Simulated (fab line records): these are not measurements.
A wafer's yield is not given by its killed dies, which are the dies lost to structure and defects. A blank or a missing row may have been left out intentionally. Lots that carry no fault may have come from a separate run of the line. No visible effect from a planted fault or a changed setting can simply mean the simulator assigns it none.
Problem report, 8D (eight disciplines) form, completed by code | flow gf180mcu | the parts of the form that need people (team, actions taken, sign-off) are left out

1. PROBLEM STATEMENT
NSD_RS at GF_PSD_RS_MEAS_14 reads a mean of 47.24 ohm/sq on 3 wafers of 1 lot; wafers without a fault read 46.11 ohm/sq with a standard deviation of 0.084. That puts it +13 standard deviations away from the usual mean.
The step: measures by four-point-probe.
Earliest sighting: wafer L473.1 on filmMetro-03 at day 19 17:52. The record has a number at this step for 39 wafers belonging to 13 lots. Rule for "out" (also "out of limits"): further than 4 standard deviations from the usual mean. All remaining wafers that have a number are taken as sound.

2. WHAT IT IS, AND WHAT IT ISN'T
question                    | is                     | is not
which readings at this step | NSD_RS                 | -
which lots                  | L473                   | L458, L460, L461, L462, L463, L464, L465, L466, L468, L469, L470, L480
which wafers of those lots  | all that have a number | -
read on which gauges        | filmMetro-03           | filmMetro-02, filmMetro-04
when                        | from day 19 17:52      | up to then (33 sound wafers); but 3 sound wafers of L480 came after

3. WHAT RULES OUT EACH SUSPECT
Counting: a tool stays on the suspect list if, at a process step up to the reading, it processed all lots that are out and no sound lot following the first of them.
- the gauge at GF_PSD_RS_MEAS_14: kept. All the wafers that are out were read on filmMetro-03, and no step on other tools shows them out.
- plasmaAsher-04 at GF_POLY_GATE_STRIP_14 (strips in O2/N2): ruled out as a lasting fault. Following L473 (day 13 19:34), the first lot on it that is out, the sound lots L480 were run on it.
- implanter-02 at GF_NSD_IMPLANT_10: kept. It ran the lot that is out, L473 (day 18 16:35), and no sound lot after that; its last sound lot up to then is L469 (day 17 11:29).
Remaining after the count are implanter-02 at GF_NSD_IMPLANT_10 and filmMetro-03 at GF_PSD_RS_MEAS_14.

4. THE CAUSE (what the simulator had put in)
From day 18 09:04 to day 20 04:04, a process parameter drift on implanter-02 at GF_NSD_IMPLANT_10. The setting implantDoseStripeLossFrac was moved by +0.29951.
2 suspects survive the count, and this tool is in that group.

5. THE EFFECT CHAIN, in route order
Each row: a reading where the mean over the struck wafers with a number is more than 3 standard deviations away from the usual. Readings are gone through only where the record gives a usual standard deviation; hours: the median, over the lots, of the time from a lot's start at the first step in this table giving one to that lot's start at this step; sigmas: the change measured in usual standard deviations.
hours | step              | reading | usual        | on struck wafers | change | sigmas
0     | GF_PSD_RS_MEAS_14 | NSD_RS  | 46.11 ohm/sq | 47.24            | +1.13  | +13
Later steps that measure or inspect, where all struck wafers having a row at the step show a number for every such reading and not one has moved that far: GF_CONTACT_THK_MEAS_03.

6. HOW IT WOULD HAVE BEEN CAUGHT EARLIER
In this record the first reading out of limits at a measuring or inspecting step was taken at day 19 17:52, 33 hours after the fault began at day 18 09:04.
All the lots that are out (1) had begun GF_NSD_IMPLANT_10 on implanter-02 by day 19 17:52. Had the tool been put on hold then, not one of them would have been saved.
